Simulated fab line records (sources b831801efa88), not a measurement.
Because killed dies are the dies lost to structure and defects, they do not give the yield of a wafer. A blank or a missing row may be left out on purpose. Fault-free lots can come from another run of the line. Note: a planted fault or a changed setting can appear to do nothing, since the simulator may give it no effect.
A lot that was struck, set against a sound lot | flow sky130 | 15 steps out of a route of 708
Sound: wafers L633.2, L633.3, L633.5. Struck: wafers L641.3, L641.4, L641.6. Last of all comes the cause.
At each step with rows: each side's tool, then ch and its chambers, then its first start. Under that, the readings that differ: sound wafers | struck wafers | difference of the means | sigmas: that difference in standard deviations of wafers without a fault.
alike: a reading whose means differ by less than 2 such deviations, as well as words and numbers matching on both sides. not compared: withheld readings; readings where some wafer has no value; bounds like >300 that might hide an equal value; numbers whose values overlap and for which the record gives no deviation.
Wherever a step has rows on one side only, a row that says differs or no value, or a row with sigmas, the two part there. Non-overlapping numbers with no deviation appear without sigmas and do not part them. A reading that every wafer of one side lacks parts them only if that side has two wafers or more.

first, 4 steps without rows for these wafers: SKY_RES_XHIGH_EXPOSE_04 (exposes mask URPM, target cd 1270 nm); SKY_RES_XHIGH_PEB_05; SKY_RES_XHIGH_DEVELOP_06 (develop time 60 s); SKY_RES_XHIGH_IMPLANT_07.
SKY_RES_XHIGH_STRIP_08: strips in O2/N2.
  sound on plasma asher-01 ch 0,1, day 26 15:06; struck on plasma asher-01 ch 0,1, day 29 20:08
  alike: chamber pressure mTorr, drypump motor current A, oes product au, strip time to endpoint s
  not compared: rf hours counter h
SKY_RES_XHIGH_TW_MEAS_09:
  sound on film metro-04, day 26 15:13; struck on film metro-03, day 29 20:13
  alike: RES_XHIGH_TW
then, 6 steps without rows for these wafers: SKY_SD_N_DEHYDRATE_00 (time 60 s); SKY_SD_N_HMDS_01 (prime time 60 s); SKY_SD_N_COAT_02 (resist thk 1140 nm); SKY_SD_N_SOFTBAKE_03 (time 60 s); SKY_SD_N_EXPOSE_04 (exposes mask NSDM, target cd 380 nm); SKY_SD_N_PEB_05.
SKY_SD_N_DEVELOP_06: develop time 60 s.
  sound on litho track-03 ch 0, day 27 19:45; struck on litho track-02 ch 0, day 30 23:22
SKY_SD_N_CD_MEAS_07: the cd target is 380 nm.
  sound on cd sem-01, day 27 19:54; struck on cd sem-02, day 30 23:30
  reading    | sound             | struck            | difference | sigmas
  cd nm (nm) | 377.3 379.9 382.1 | 389.3 389.7 389.7 | +9.8       | +5
SKY_SD_N_OVL_MEAS_08:
  sound on overlay-01, day 27 20:00; struck on overlay-01, day 30 23:35
  alike: SD_N_OVL

== WHERE THEY PART ==
At SKY_SD_N_CD_MEAS_07 and nowhere else, as far as this record goes. Later steps at which nothing parts them and some readings are alike: SKY_SD_N_OVL_MEAS_08.

WHY: what the simulator had put in
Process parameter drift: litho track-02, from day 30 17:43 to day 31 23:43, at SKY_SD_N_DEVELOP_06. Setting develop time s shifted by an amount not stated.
